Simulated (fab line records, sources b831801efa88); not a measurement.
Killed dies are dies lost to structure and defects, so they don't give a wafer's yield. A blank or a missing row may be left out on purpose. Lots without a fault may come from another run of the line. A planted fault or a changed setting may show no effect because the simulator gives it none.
Which tool did it? | flow gf180mcu | 14 lots, 42 wafers sampled, at 5 steps of a route of 602

WHAT THE GAUGES READ, wafer by wafer
GF_STI_THK_MEAS_24.
lot  | measured    | on            | STI_CVD_23_THK (nm)
L400 | day 2 04:45 | film_metro-01 | 655 643 639
L401 | day 2 10:38 | film_metro-02 | 653 657 654
L403 | day 2 22:12 | film_metro-02 | 635 647 639
L405 | day 3 06:23 | film_metro-02 | 655 649 660
L406 | day 3 11:38 | film_metro-01 | 640 647 642
L408 | day 3 20:24 | film_metro-01 | 649 663 648
L409 | day 4 02:20 | film_metro-04 | 654 662 645
L413 | day 4 21:50 | film_metro-01 | 661 656 656
L414 | day 5 03:14 | film_metro-01 | 653 647 646
L419 | day 6 05:35 | film_metro-01 | 657 643 653
L420 | day 6 10:32 | film_metro-04 | 655 663 667
L421 | day 6 15:28 | film_metro-01 | 657 659 661
L422 | day 6 19:29 | film_metro-04 | 655 652 646
L423 | day 7 03:11 | film_metro-01 | 651 651 640

GF_HV_LDD_RS_MEAS_53: measures by four-point-probe.
lot  | measured     | on            | HV_LDD_RS (ohm/sq)
L400 | day 12 11:10 | film_metro-03 | 418.4 418.1 416.6
L401 | day 12 18:19 | film_metro-02 | 418.6 418.4 418.2
L403 | day 13 15:30 | film_metro-04 | 419.6 418.4 418.0
L405 | day 14 05:40 | film_metro-04 | 419.7 420.8 419.9
L406 | day 14 04:55 | film_metro-04 | 421.3 419.8 420.9
L408 | day 15 03:52 | film_metro-02 | 416.4 417.8 417.9
L409 | day 15 09:02 | film_metro-03 | 419.2 419.8 421.1
L413 | day 16 13:58 | film_metro-04 | 372.9 373.2 372.7
L414 | day 16 23:41 | film_metro-04 | 374.2 374.4 373.7
L419 | day 18 16:05 | film_metro-02 | 416.7 418.2 416.9
L420 | day 19 06:58 | film_metro-02 | 416.4 417.9 417.2
L421 | day 19 11:07 | film_metro-02 | 418.5 418.6 419.3
L422 | day 19 14:14 | film_metro-02 | 418.0 417.7 418.5
L423 | day 20 03:32 | film_metro-03 | 420.2 419.8 418.9

GF_V2_THK_MEAS_01.
lot  | measured     | on            | V2_CVD_00_THK (nm)
L400 | day 19 07:01 | film_metro-04 | 594 594 594
L401 | day 19 15:52 | film_metro-02 | 603 595 602
L403 | day 20 17:14 | film_metro-02 | 591 583 591
L405 | day 21 11:56 | film_metro-03 | 600 597 598
L406 | day 21 11:26 | film_metro-02 | 601 595 591
L408 | day 22 11:16 | film_metro-04 | 603 588 598
L409 | day 22 16:43 | film_metro-03 | 597 599 599
L413 | day 23 22:02 | film_metro-02 | 592 586 597
L414 | day 24 04:40 | film_metro-04 | 599 595 605
L419 | day 25 21:31 | film_metro-04 | 596 601 600
L420 | day 26 09:15 | film_metro-04 | 585 593 595
L421 | day 26 12:13 | film_metro-02 | 600 600 600
L422 | day 26 14:20 | film_metro-04 | 601 592 598
L423 | day 27 01:56 | film_metro-03 | 601 605 603

GF_V2_CD_MEAS_14: target cd 260 nm.
lot  | measured     | on        | cd_nm (nm)
L400 | day 20 08:01 | cd_sem-02 | 261.5 262.3 262.1
L401 | day 20 16:49 | cd_sem-02 | 258.3 257.8 258.9
L403 | day 21 17:01 | cd_sem-02 | 260.3 260.3 260.3
L405 | day 22 11:59 | cd_sem-02 | 260.4 260.3 260.0
L406 | day 22 11:31 | cd_sem-01 | 260.8 260.8 260.7
L408 | day 23 10:31 | cd_sem-02 | 260.7 260.3 261.4
L409 | day 23 15:33 | cd_sem-01 | 262.3 262.0 262.6
L413 | day 24 20:23 | cd_sem-02 | 257.7 258.4 258.6
L414 | day 25 02:16 | cd_sem-02 | 258.2 257.8 257.4
L419 | day 26 18:46 | cd_sem-02 | 261.8 262.4 262.5
L420 | day 27 06:13 | cd_sem-02 | 259.2 259.4 258.8
L421 | day 27 09:32 | cd_sem-01 | 262.8 262.3 261.7
L422 | day 27 11:48 | cd_sem-02 | 261.4 261.1 261.7
L423 | day 27 23:05 | cd_sem-02 | 261.9 261.0 260.0

WHICH TOOL RAN EACH LOT (tool, then ch and the chambers of the sampled wafers, then the start)
lot  | GF_HV_LDD_IMPLANT_34
L400 | implanter-03 ch 0, day 11 15:02
L401 | implanter-04 ch 0, day 11 22:15
L403 | implanter-03 ch 0, day 12 19:21
L405 | implanter-03 ch 0, day 13 08:17
L406 | implanter-02 ch 0, day 13 07:51
L408 | implanter-04 ch 0, day 14 06:11
L409 | implanter-03 ch 0, day 14 10:54
L413 | implanter-03 ch 0, day 15 15:17
L414 | implanter-03 ch 0, day 16 00:04
L419 | implanter-04 ch 0, day 17 15:26
L420 | implanter-03 ch 0, day 18 06:32
L421 | implanter-02 ch 0, day 18 10:11
L422 | implanter-03 ch 0, day 18 12:43
L423 | implanter-04 ch 0, day 19 02:24
- GF_HV_LDD_IMPLANT_34

WHAT THE TOOLS THEMSELVES READ (means of the sampled wafers that have a number; where no wafer has one, the mark that the record gives instead)
GF_HV_LDD_IMPLANT_34.
lot  | tool         | rotation_deg (degrees) | tilt_deg (degrees)
L400 | implanter-03 | 89.984                 | 29.995
L401 | implanter-04 | 89.998                 | 29.973
L403 | implanter-03 | 90.015                 | 29.974
L405 | implanter-03 | 89.987                 | 30.008
L406 | implanter-02 | 89.999                 | 30.008
L408 | implanter-04 | 89.982                 | 30.007
L409 | implanter-03 | 89.993                 | 30.003
L413 | implanter-03 | 90.008                 | -0.002
L414 | implanter-03 | 90.012                 | -0.015
L419 | implanter-04 | 90.000                 | 30.011
L420 | implanter-03 | 90.000                 | 29.988
L421 | implanter-02 | 89.985                 | 30.009
L422 | implanter-03 | 90.013                 | 29.990
L423 | implanter-04 | 90.012                 | 30.009

THE ANSWER, worked out from the rows above alone
Rule: what is usual is taken from the lots themselves. Put in order of their means at a reading, lots are off if they are a third of the lots or fewer, leave a main group of 4 or more, and stand apart from it by a gap of 3 or more times the standard deviation of the main group's means; of several such gaps the widest counts. A main group whose means are all the same, to the digits that the tables above print for the reading, isn't used. A lot without any number at a reading at which 4 lots or more have one is off too. The other lots that the step has rows for count as sound. The gauges are gone through in route order, then the tools' own readings, and for those a lot's mean is taken as printed above. The first step at which some lot is off is used, and at that step the reading that is off furthest; a lot without a number counts as furthest.
Off: L413, L414, at GF_HV_LDD_RS_MEAS_53 (HV_LDD_RS). The main group: mean 418.7 ohm/sq, standard deviation 1.2.
A tool fits if, at a process step before that reading, it ran every lot that is off, and no sound lot after the first of them. The gauges at GF_HV_LDD_RS_MEAS_53 aren't tried: what is off there is off at GF_HV_LDD_IMPLANT_34 too, on other tools, and a gauge's error can't cause that. None of those tried fits.

WHAT THE SIMULATOR HAD PUT IN
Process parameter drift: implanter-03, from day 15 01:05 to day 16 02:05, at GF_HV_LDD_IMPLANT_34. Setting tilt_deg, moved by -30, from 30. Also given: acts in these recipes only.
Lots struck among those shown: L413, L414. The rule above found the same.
